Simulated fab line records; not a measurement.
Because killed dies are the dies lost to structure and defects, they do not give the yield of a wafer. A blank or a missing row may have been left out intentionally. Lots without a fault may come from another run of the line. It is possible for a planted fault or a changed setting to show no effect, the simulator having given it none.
What tool caused it?    flow sfqLine    21 wafers from 7 lots sampled at 2 of the route's 325 steps

## WHAT THE GAUGES SHOWED, per wafer
SFQ_R5_OVL_MEAS_935.
lot   measured      on          R5_OVL (nm)
L719  day 56 16:38  overlay-02  1 -2 -3
L721  day 57 10:46  overlay-01  -2 7 2
L723  day 58 03:41  overlay-02  -1 -3 -1
L726  day 59 14:37  overlay-01  -2 -8 -10
L733  day 62 15:30  overlay-01  -1 -3 -1
L738  day 64 10:44  overlay-02  -4 -3 1
L741  day 65 21:20  overlay-01  0 6 2

## EACH LOT AND THE TOOL THAT RAN IT (in order: tool; ch and the chambers of the sampled wafers; start)
lot   SFQ_TRILAYER_M2_BARC_OPEN_METAL_ETCH_077
L719  rieMetal-01 ch 0,1, day 24 13:06
L721  rieMetal-01 ch 0,1, day 24 21:35
L723  rieMetal-04 ch 0,1, day 25 02:59
L726  rieMetal-01 ch 0,1, day 27 09:16
L733  rieMetal-01 ch 0,1, day 39 01:23
L738  rieMetal-03 ch 0,1, day 40 04:46
L741  rieMetal-04 ch 0,1, day 40 18:12
- SFQ_TRILAYER_M2_BARC_OPEN_METAL_ETCH_077: etches BARC in O2, target depth 125 nm, time 41.7 s.

## THE ANSWER, worked out from the rows above alone
Rule: the usual values come from the lots themselves. Put in order of their means at a reading, lots are off if they are a third of the lots or fewer, leave a main group of 4 or more, and stand apart from it by a gap of 3 or more times the standard deviation of the main group's means; of several such gaps the widest counts. The tables above print the reading to a certain number of digits; a main group whose means all agree to those digits is not used. Also off: a lot with no number at a reading for which 4 or more lots have one. The other lots that the step has rows for count as sound.
Nothing can be told from this: no lot is off at any reading shown.

## WHAT WAS PUT IN BY THE SIMULATOR
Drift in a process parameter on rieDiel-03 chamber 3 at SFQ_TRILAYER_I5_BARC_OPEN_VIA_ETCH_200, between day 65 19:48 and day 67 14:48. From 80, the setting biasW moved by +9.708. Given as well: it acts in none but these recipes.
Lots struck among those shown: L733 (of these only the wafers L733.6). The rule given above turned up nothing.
